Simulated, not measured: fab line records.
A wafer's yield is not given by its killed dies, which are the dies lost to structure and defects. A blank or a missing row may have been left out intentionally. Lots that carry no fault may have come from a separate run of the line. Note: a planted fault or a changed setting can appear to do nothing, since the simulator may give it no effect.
A sampling plan put to the test | flow sky130 | one fab line, 54 faults that these records tell of, each judged on the records of the lots that it struck
The plan is the line's own looks: the steps of the route at which a gauge or an inspection reads the wafer and doesn't change it. A look is open to judgement when struck wafers have a number at it and the file gives its usual mean and standard deviation on fault-free wafers. Caught: 4 or more of those standard deviations (sigma) separate the usual mean from the mean of the struck wafers at a look after the fault's first step. On the tool: the fault's steps, tested the same way using the tool's own readings. It also counts as caught if the struck wafers ran another recipe or if their record alone is blank.

THE FAULTS, as the simulator had put them in
1. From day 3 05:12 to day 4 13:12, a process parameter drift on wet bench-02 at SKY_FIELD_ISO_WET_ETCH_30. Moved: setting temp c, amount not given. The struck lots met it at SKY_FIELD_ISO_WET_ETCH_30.
2. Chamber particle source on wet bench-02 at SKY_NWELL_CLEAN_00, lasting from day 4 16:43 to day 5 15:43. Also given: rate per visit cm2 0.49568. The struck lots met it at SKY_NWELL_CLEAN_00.
3. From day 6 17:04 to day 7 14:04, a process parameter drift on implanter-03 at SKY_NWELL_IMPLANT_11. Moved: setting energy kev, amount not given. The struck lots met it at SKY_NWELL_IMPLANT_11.
4. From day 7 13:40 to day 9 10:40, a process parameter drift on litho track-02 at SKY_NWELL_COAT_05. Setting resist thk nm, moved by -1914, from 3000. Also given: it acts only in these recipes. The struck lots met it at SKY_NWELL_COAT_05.
5. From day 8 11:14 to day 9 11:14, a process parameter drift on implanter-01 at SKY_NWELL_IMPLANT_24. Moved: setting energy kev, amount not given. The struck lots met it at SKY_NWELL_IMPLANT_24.
6. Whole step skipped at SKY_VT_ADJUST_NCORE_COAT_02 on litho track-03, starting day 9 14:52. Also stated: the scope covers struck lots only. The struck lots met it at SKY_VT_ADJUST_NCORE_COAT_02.
7. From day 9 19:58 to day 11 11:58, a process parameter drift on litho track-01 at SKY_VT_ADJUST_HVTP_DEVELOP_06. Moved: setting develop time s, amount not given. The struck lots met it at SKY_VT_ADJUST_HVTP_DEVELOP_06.
8. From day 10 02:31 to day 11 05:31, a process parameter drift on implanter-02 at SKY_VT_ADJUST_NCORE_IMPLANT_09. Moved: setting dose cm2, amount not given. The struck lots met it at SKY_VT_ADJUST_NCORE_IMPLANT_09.
9. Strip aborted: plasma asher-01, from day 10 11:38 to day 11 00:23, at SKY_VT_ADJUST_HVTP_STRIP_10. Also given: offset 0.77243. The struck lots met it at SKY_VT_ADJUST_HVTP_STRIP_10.
10. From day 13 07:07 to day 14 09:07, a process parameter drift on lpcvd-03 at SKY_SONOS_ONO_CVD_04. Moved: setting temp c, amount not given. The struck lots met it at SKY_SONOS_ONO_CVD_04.
11. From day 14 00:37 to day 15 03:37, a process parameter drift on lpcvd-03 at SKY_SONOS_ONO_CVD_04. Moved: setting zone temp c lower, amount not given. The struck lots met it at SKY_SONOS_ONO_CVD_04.
12. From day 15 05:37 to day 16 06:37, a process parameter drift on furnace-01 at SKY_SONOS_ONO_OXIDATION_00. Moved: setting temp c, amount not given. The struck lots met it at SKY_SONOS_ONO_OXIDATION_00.
13. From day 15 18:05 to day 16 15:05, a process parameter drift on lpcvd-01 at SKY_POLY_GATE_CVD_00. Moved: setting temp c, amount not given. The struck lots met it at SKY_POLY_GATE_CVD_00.
14. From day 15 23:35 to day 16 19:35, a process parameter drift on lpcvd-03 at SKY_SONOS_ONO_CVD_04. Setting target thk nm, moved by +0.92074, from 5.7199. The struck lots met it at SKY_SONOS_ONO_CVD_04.
15. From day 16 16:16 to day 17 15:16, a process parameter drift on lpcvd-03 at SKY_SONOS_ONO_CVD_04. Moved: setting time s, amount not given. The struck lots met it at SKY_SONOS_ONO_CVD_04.
16. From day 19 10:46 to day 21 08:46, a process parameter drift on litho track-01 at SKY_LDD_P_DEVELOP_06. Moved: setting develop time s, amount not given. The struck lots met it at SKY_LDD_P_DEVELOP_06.
17. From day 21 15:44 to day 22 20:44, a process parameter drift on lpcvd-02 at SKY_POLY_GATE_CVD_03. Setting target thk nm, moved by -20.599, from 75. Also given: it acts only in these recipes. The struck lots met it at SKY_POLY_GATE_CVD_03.
18. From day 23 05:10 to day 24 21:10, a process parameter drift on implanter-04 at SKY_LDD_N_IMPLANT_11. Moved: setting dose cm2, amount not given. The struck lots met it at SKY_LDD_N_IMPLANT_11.
19. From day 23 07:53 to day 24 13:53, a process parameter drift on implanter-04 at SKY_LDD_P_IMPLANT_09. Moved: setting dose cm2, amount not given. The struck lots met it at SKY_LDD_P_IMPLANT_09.
20. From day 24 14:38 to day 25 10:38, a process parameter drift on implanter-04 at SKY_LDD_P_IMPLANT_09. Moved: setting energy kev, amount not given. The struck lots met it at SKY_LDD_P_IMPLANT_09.
21. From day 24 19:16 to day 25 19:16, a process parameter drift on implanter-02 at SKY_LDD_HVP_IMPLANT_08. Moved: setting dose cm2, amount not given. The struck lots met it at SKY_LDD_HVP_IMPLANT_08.
22. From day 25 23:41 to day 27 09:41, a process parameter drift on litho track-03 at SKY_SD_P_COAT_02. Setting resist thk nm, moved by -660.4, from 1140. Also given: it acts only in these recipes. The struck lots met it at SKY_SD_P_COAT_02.
23. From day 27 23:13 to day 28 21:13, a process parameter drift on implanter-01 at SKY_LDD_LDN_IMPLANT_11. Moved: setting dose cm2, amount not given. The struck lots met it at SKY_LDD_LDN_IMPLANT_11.
24. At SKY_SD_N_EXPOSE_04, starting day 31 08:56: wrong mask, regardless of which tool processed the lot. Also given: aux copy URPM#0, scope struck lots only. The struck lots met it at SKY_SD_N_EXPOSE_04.
25. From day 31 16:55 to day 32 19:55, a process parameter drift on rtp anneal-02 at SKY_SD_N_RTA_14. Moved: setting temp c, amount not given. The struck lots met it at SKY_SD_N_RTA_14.
26. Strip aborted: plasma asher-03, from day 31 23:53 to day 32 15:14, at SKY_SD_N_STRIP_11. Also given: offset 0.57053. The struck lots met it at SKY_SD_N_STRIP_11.
27. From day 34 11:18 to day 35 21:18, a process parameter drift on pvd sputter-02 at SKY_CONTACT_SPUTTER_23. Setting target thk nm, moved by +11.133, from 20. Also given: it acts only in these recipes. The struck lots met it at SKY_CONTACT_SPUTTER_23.
28. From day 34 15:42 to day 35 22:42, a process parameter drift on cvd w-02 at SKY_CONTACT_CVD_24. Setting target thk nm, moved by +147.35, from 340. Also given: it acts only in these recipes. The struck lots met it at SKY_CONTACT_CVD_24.
29. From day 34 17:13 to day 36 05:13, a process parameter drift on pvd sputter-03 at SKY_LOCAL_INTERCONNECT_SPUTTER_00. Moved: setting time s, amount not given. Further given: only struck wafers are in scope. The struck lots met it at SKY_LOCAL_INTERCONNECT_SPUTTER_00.
30. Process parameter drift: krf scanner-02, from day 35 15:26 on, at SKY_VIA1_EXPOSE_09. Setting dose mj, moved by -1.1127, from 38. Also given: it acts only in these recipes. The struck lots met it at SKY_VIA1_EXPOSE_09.
31. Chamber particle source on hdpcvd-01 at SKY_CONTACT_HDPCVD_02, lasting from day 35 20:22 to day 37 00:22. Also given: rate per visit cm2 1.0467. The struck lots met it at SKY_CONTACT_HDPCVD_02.
32. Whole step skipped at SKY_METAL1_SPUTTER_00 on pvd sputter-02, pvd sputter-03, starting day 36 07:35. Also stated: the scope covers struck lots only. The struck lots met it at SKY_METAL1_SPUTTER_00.
33. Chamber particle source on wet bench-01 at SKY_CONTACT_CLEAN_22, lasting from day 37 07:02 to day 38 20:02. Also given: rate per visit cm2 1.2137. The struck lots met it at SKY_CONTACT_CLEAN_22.
34. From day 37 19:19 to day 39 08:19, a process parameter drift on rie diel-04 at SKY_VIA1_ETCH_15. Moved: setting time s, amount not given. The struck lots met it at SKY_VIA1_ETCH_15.
35. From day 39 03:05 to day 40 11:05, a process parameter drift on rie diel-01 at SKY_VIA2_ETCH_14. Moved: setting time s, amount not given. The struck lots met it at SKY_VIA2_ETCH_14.
36. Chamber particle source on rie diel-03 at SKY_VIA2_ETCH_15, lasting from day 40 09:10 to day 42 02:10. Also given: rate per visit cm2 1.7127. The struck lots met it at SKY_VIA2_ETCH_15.
37. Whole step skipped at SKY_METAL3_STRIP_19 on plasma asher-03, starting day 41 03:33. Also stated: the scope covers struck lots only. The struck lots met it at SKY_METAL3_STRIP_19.
38. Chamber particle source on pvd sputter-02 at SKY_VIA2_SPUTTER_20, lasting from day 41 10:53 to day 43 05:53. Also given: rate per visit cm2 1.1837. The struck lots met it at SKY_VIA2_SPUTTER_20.
39. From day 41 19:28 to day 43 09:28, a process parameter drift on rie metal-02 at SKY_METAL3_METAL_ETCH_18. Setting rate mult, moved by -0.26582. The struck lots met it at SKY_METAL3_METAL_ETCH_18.
40. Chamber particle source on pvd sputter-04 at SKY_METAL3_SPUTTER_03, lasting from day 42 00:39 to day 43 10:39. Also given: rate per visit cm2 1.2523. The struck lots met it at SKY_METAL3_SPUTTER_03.
41. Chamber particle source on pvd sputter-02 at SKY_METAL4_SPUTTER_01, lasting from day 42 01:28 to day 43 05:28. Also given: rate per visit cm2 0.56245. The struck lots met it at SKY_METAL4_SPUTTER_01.
42. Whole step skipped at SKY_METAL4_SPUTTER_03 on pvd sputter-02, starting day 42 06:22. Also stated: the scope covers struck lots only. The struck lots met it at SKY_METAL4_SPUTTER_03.
43. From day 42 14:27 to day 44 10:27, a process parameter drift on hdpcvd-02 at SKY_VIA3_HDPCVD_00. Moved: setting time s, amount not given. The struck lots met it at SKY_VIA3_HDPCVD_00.
44. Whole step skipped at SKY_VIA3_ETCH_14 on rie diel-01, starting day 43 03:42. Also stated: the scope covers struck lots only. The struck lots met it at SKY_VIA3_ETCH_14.
45. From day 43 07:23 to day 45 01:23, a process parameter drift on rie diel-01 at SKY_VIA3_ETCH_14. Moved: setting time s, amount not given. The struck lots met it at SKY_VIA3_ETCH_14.
46. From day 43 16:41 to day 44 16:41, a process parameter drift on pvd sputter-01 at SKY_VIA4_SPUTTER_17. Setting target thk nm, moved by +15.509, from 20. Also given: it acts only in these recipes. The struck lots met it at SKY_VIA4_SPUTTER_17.
47. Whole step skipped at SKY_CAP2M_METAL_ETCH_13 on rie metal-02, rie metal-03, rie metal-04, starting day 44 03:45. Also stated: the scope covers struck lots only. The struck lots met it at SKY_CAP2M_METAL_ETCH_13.
48. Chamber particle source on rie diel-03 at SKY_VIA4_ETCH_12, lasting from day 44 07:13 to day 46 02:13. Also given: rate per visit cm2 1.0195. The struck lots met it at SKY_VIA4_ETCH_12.
49. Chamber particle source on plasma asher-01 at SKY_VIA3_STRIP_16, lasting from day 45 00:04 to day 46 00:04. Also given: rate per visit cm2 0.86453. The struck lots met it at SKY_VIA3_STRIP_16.
50. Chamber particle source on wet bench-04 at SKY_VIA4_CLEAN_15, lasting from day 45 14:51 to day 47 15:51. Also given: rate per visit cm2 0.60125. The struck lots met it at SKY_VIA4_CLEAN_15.
51. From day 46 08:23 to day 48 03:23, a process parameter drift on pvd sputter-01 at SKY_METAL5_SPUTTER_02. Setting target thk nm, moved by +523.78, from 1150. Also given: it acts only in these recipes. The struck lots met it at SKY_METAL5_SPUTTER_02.
52. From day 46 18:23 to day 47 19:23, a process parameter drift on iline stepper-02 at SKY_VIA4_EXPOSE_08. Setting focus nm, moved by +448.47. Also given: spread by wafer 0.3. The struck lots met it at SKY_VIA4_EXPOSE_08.
53. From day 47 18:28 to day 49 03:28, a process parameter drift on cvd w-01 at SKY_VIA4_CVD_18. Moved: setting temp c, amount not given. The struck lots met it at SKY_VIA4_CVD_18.
54. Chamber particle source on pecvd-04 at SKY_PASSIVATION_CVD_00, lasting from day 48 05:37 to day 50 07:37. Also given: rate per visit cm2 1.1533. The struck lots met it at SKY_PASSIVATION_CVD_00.

WHAT THE PLAN SAW
fault | on the tool itself                               | first look that catches it                      | reading, sigma                                                        | median hours from its first step to that look | hours from the fault's start to the first struck lot there | judged looks passed uncaught
1     | temp c +99 or beyond sigma                       | none of the 4 looks that can be judged after it | -                                                                     | -                                             | -                                                          | 4
2     | no reading that can be judged                    | not the one look that can be judged after it    | -                                                                     | -                                             | -                                                          | 1
3     | beam energy keV -99 or beyond sigma              | SKY_NWELL_RS_MEAS_29                            | NWELL_RS +10                                                          | 20.7                                          | 33                                                         | 1
4     | under 2 sigma                                    | no look after it can be judged                  | -                                                                     | -                                             | -                                                          | 0
5     | beam energy keV -99 or beyond sigma              | no look after it can be judged                  | -                                                                     | -                                             | -                                                          | 0
6     | the tool's record is blank for the struck wafers | SKY_VT_ADJUST_HVTR_TW_MEAS_11                   | VT_ADJUST_HVTR_TW +34                                                 | 35.0                                          | 37                                                         | 0
7     | no reading that can be judged                    | SKY_VT_ADJUST_HVTP_TW_MEAS_11                   | VT_ADJUST_HVTP_TW -99 or beyond                                       | 0.5                                           | 3                                                          | 0
8     | dose ions cm2 -99 or beyond sigma                | SKY_VT_ADJUST_NCORE_TW_MEAS_11                  | VT_ADJUST_NCORE_TW -9.0                                               | 0.2                                           | 3                                                          | 0
9     | oes product au +50 sigma                         | SKY_VT_ADJUST_LVTN_TW_MEAS_10                   | VT_ADJUST_LVTN_TW -99 or beyond                                       | 23.8                                          | 36                                                         | 0
10    | susceptor temp C +25 sigma                       | SKY_SONOS_ONO_THK_MEAS_05                       | SONOS_ONO_CVD_04_THK +9.2                                             | 1.3                                           | 3                                                          | 0
11    | spike tc lower C +34 sigma                       | SKY_SONOS_ONO_THK_MEAS_05                       | SONOS_ONO_CVD_04_THK +7.0                                             | 1.9                                           | 6                                                          | 0
12    | tube center temp C +67 sigma                     | none of the 2 looks that can be judged after it | strongest: SONOS_ONO_OXIDATION_THK at SKY_SONOS_ONO_THK_MEAS_01, +3.0 | -                                             | -                                                          | 2
13    | susceptor temp C -74 sigma                       | SKY_POLY_GATE_THK_MEAS_01                       | POLY_GATE_CVD_00_THK -42                                              | 1.2                                           | 3                                                          | 0
14    | under 2 sigma                                    | SKY_SONOS_ONO_THK_MEAS_05                       | SONOS_ONO_CVD_04_THK +9.4                                             | 1.3                                           | 4                                                          | 0
15    | no reading that can be judged                    | SKY_SONOS_ONO_THK_MEAS_05                       | SONOS_ONO_CVD_04_THK +13                                              | 1.2                                           | 7                                                          | 0
16    | no reading that can be judged                    | SKY_LDD_P_CD_MEAS_07                            | cd nm +14                                                             | 0.1                                           | 3                                                          | 0
17    | under 2 sigma                                    | SKY_POLY_GATE_THK_MEAS_04                       | POLY_GATE_CVD_03_THK -37                                              | 1.4                                           | 6                                                          | 0
18    | dose ions cm2 -99 or beyond sigma                | not the one look that can be judged after it    | -                                                                     | -                                             | -                                                          | 1
19    | dose ions cm2 -99 or beyond sigma                | SKY_LDD_P_TW_MEAS_11                            | LDD_P_TW -7.2                                                         | 0.2                                           | 14                                                         | 0
20    | beam energy keV +99 or beyond sigma              | no look after it can be judged                  | -                                                                     | -                                             | -                                                          | 0
21    | dose ions cm2 +99 or beyond sigma                | SKY_LDD_HVP_TW_MEAS_10                          | LDD_HVP_TW +63                                                        | 0.2                                           | 5                                                          | 0
22    | under 2 sigma                                    | SKY_SD_P_CD_MEAS_07                             | cd nm +32                                                             | 14.2                                          | 31                                                         | 0
23    | dose ions cm2 -99 or beyond sigma                | none of the 2 looks that can be judged after it | strongest: LDD_LDN_TW at SKY_LDD_LDN_TW_MEAS_13, -3.6                 | -                                             | -                                                          | 2
24    | no reading that can be judged                    | SKY_SD_N_TW_MEAS_12                             | SD_N_TW -79                                                           | 13.7                                          | 16                                                         | 0
25    | wafer_temp_C_max -17 sigma                       | SKY_SD_N_RS_MEAS_16                             | SD_N_RS +24                                                           | 0.2                                           | 8                                                          | 0
26    | oes product au -5.1 sigma                        | none of the 2 looks that can be judged after it | -                                                                     | -                                             | -                                                          | 2
27    | under 2 sigma                                    | no look after it can be judged                  | -                                                                     | -                                             | -                                                          | 0
28    | under 2 sigma                                    | SKY_CONTACT_RS_MEAS_25                          | CONTACT_W_RS -31                                                      | 0.1                                           | 7                                                          | 0
29    | under 2 sigma                                    | SKY_LOCAL_INTERCONNECT_RS_MEAS_01               | LOCAL_INTERCONNECT_TIN_RS -26                                         | 0.1                                           | 4                                                          | 0
30    | exposure dose mJ cm2 -14 sigma                   | none of the 2 looks that can be judged after it | strongest: cd nm at SKY_VIA1_CD_MEAS_12, -2.7                         | -                                             | -                                                          | 2
31    | under 2 sigma                                    | no look after it can be judged                  | -                                                                     | -                                             | -                                                          | 0
32    | the tool's record is blank for the struck wafers | no look after it can be judged                  | -                                                                     | -                                             | -                                                          | 0
33    | no reading that can be judged                    | no look after it can be judged                  | -                                                                     | -                                             | -                                                          | 0
34    | run length s +7.8 sigma                          | no look after it can be judged                  | -                                                                     | -                                             | -                                                          | 0
35    | oes product au +31 sigma                         | no look after it can be judged                  | -                                                                     | -                                             | -                                                          | 0
36    | under 2 sigma                                    | not the one look that can be judged after it    | -                                                                     | -                                             | -                                                          | 1
37    | the tool's record is blank for the struck wafers | no look after it can be judged                  | -                                                                     | -                                             | -                                                          | 0
38    | under 2 sigma                                    | not the one look that can be judged after it    | -                                                                     | -                                             | -                                                          | 1
39    | only faintly: oes product au -3.9 sigma          | no look after it can be judged                  | -                                                                     | -                                             | -                                                          | 0
40    | under 2 sigma                                    | no look after it can be judged                  | -                                                                     | -                                             | -                                                          | 0
41    | under 2 sigma                                    | no look after it can be judged                  | -                                                                     | -                                             | -                                                          | 0
42    | the tool's record is blank for the struck wafers | no look after it can be judged                  | -                                                                     | -                                             | -                                                          | 0
43    | run length s -99 or beyond sigma                 | SKY_VIA3_THK_MEAS_01                            | VIA3_HDPCVD_THK -17                                                   | 0.2                                           | 5                                                          | 0
44    | the tool's record is blank for the struck wafers | no look after it can be judged                  | -                                                                     | -                                             | -                                                          | 0
45    | run length s -38 sigma                           | no look after it can be judged                  | -                                                                     | -                                             | -                                                          | 0
46    | under 2 sigma                                    | no look after it can be judged                  | -                                                                     | -                                             | -                                                          | 0
47    | the tool's record is blank for the struck wafers | no look after it can be judged                  | -                                                                     | -                                             | -                                                          | 0
48    | under 2 sigma                                    | not the one look that can be judged after it    | -                                                                     | -                                             | -                                                          | 1
49    | under 2 sigma                                    | none of the 6 looks that can be judged after it | -                                                                     | -                                             | -                                                          | 6
50    | no reading that can be judged                    | not the one look that can be judged after it    | -                                                                     | -                                             | -                                                          | 1
51    | under 2 sigma                                    | SKY_METAL5_RS_MEAS_05                           | METAL5_ALCU_RS -32                                                    | 0.1                                           | 8                                                          | 0
52    | no reading that can be judged                    | not the one look that can be judged after it    | -                                                                     | -                                             | -                                                          | 1
53    | susceptor temp C +11 sigma                       | SKY_VIA4_RS_MEAS_19                             | VIA4_W_RS -4.6                                                        | 0.2                                           | 0                                                          | 0
54    | under 2 sigma                                    | no look after it can be judged                  | -                                                                     | -                                             | -                                                          | 0
Dash: fault not caught, or number not given in these records.

Caught at a look: 22 of 54. Caught on the tool: 28 of 54. By one or the other: 38 of 54.
Faults caught by the tool alone: 1, 5, 12, 18, 20, 23, 26, 30, 32, 34, 35, 37, 42, 44, 45, 47.
Caught at a look alone: faults 7, 14, 15, 16, 17, 22, 24, 28, 29, 51.
Caught by neither: faults 2, 4, 27, 31, 33, 36, 38, 39, 40, 41, 46, 48, 49, 50, 52, 54.

THINNER SAMPLING
Were the look that catches a fault to measure just every second or every third lot (counted by lot number), the first struck lot would, at worst, be measured this late:
fault | struck lots at that look, in order of time | every lot | every second lot | every third lot
3     | L926, L927                                 | 33 h      | 39 h             | may miss all 2
6     | L286, L287                                 | 37 h      | 47 h             | may miss all 2
7     | L997, L100                                 | 3 h       | 28 h             | may miss all 2
8     | L261, L262                                 | 3 h       | 12 h             | may miss all 2
9     | L311                                       | 36 h      | may miss it      | may miss it
10    | L819, L820, L821                           | 3 h       | 14 h             | 24 h
11    | L231, L232, L233                           | 6 h       | 15 h             | 21 h
13    | L174, L175                                 | 3 h       | 15 h             | may miss all 2
14    | L772, L773                                 | 4 h       | 13 h             | may miss all 2
15    | L938, L939                                 | 7 h       | 18 h             | may miss all 2
16    | L618, L620                                 | 3 h       | may miss all 2   | may miss all 2
17    | L813, L814, L815, L816                     | 6 h       | 11 h             | 22 h
19    | L600, L601                                 | 14 h      | 22 h             | may miss all 2
21    | L259, L261                                 | 5 h       | may miss all 2   | may miss all 2
22    | L829, L830, L831                           | 31 h      | 32 h             | 47 h
24    | L545                                       | 16 h      | may miss it      | may miss it
25    | L559, L561                                 | 8 h       | may miss all 2   | may miss all 2
28    | L643, L644                                 | 7 h       | 18 h             | may miss all 2
29    | L728                                       | 4 h       | may miss it      | may miss it
43    | L585, L586                                 | 5 h       | 7 h              | may miss all 2
51    | L189, L192                                 | 8 h       | 26 h             | may miss all 2
53    | L531, L532, L533                           | 0 h       | 7 h              | 8 h
Hours count from the start of the fault until the first struck lot that is measured. 4 sigma limit: tested on the pooled struck wafers, so a lone lot may be under it. Other struck lots may not be in these records.

THE LONGEST TIMED WAY FROM STEP TO LOOK
Fault 6: median gap of 35.0 hours between SKY_VT_ADJUST_NCORE_COAT_02 and SKY_VT_ADJUST_HVTR_TW_MEAS_11. No look between them can be judged.
